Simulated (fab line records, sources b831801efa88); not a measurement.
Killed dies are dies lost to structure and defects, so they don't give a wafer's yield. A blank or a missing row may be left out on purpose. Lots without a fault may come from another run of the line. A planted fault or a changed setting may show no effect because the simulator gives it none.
Problem report in the 8D (eight disciplines) form, filled by code | flow gf180mcu | the parts of the form that need people (team, actions taken, sign-off) are left out

1. THE PROBLEM
V1_CVD_02_THK at GF_V1_THK_MEAS_03 reads a mean of 947 nm on 6 wafers of 2 lots; wafers without a fault read 854 nm with a standard deviation of 12. That is +7.8 standard deviations from the usual mean.
First seen on wafer L683.2, day 22 10:38, on film_metro-02. The record holds 33 wafers of 11 lots with a number at this step. Rule for "out", or "out of limits": more than 4 standard deviations from the usual mean. The other wafers with a number count as sound.

2. WHAT IT IS AND WHAT IT IS NOT
question                    | is                           | is not
which readings at this step | V1_CVD_02_THK                | -
which lots                  | L683, L685                   | L669, L673, L676, L680, L684, L687, L689, L691, L692
which wafers of those lots  | all that have a number       | -
read on which gauges        | film_metro-01, film_metro-02 | film_metro-03
when                        | from day 22 10:38            | up to then (12 sound wafers); but 15 sound wafers of L684, L687, L689, L691, L692 came after

3. SUSPECTS, AND WHAT RULES EACH OUT
Counting: a tool at a process step up to the reading stays a suspect if it ran every lot that is out and no sound lot after the first of them.
- the gauge at GF_V1_THK_MEAS_03: ruled out. The wafers that are out were read on 2 gauges (film_metro-01, film_metro-02).
- pecvd-02 at GF_V1_CVD_02 (deposits SiO2 from TEOS, target thk 850 nm, time 94.851 s): kept. It ran every lot that is out, first L683 (day 22 10:34), and no sound lot after that; its last sound lot up to then is L680 (day 21 08:56). Its own readings are out on those wafers: rf_fwd_power_W.
Left after counting: pecvd-02 at GF_V1_CVD_02.

4. THE CAUSE (what the simulator had put in)
Process parameter drift: pecvd-02, from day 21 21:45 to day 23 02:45, at GF_V1_CVD_02. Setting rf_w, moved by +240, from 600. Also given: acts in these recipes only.
Counting left only this tool.

5. THE CHAIN OF EFFECTS, in route order
Each row: a reading whose mean over the struck wafers that have a number lies more than 3 standard deviations from the usual. Only readings for which the record gives a usual standard deviation are gone through. hours: the time from each lot's start at the first step in this table that gives one to its start at this step, as a median over the lots. sigmas: the change in usual standard deviations.
hours | step              | reading            | usual   | on struck wafers | change | sigmas
0     | GF_V1_CVD_02      | rf_fwd_power_W     | 596.1 W | 837.8            | +241.7 | +99 or more
0     | GF_V1_THK_MEAS_03 | V1_CVD_02_THK      | 854 nm  | 947              | +93    | +7.8
0     | GF_V1_CMP_04      | time_to_endpoint_s | 86 s    | 124              | +38    | +6.0
The process steps in it:
- GF_V1_CVD_02: deposits SiO2 from TEOS, target thk 850 nm, time 94.851 s.
- GF_V1_CMP_04: polishes SiO2.
Later measuring or inspecting steps at which every struck wafer that the step has a row for has a number for every such reading, and none has moved that far: GF_V1_OVL_MEAS_15.

6. WHAT WOULD HAVE CAUGHT IT SOONER
In this record the first reading out of limits at a measuring or inspecting step was taken at day 22 10:38, 13 hours after the fault began at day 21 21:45.
The tool's own readings at GF_V1_CVD_02 were out on every struck wafer that the step has a row for (rf_fwd_power_W): an alarm limit on them would have fired on the first of those.
Of the lots that are out (2), L685 began GF_V1_CVD_02 on pecvd-02 after day 22 10:38. A hold on the tool at that time would have spared it.
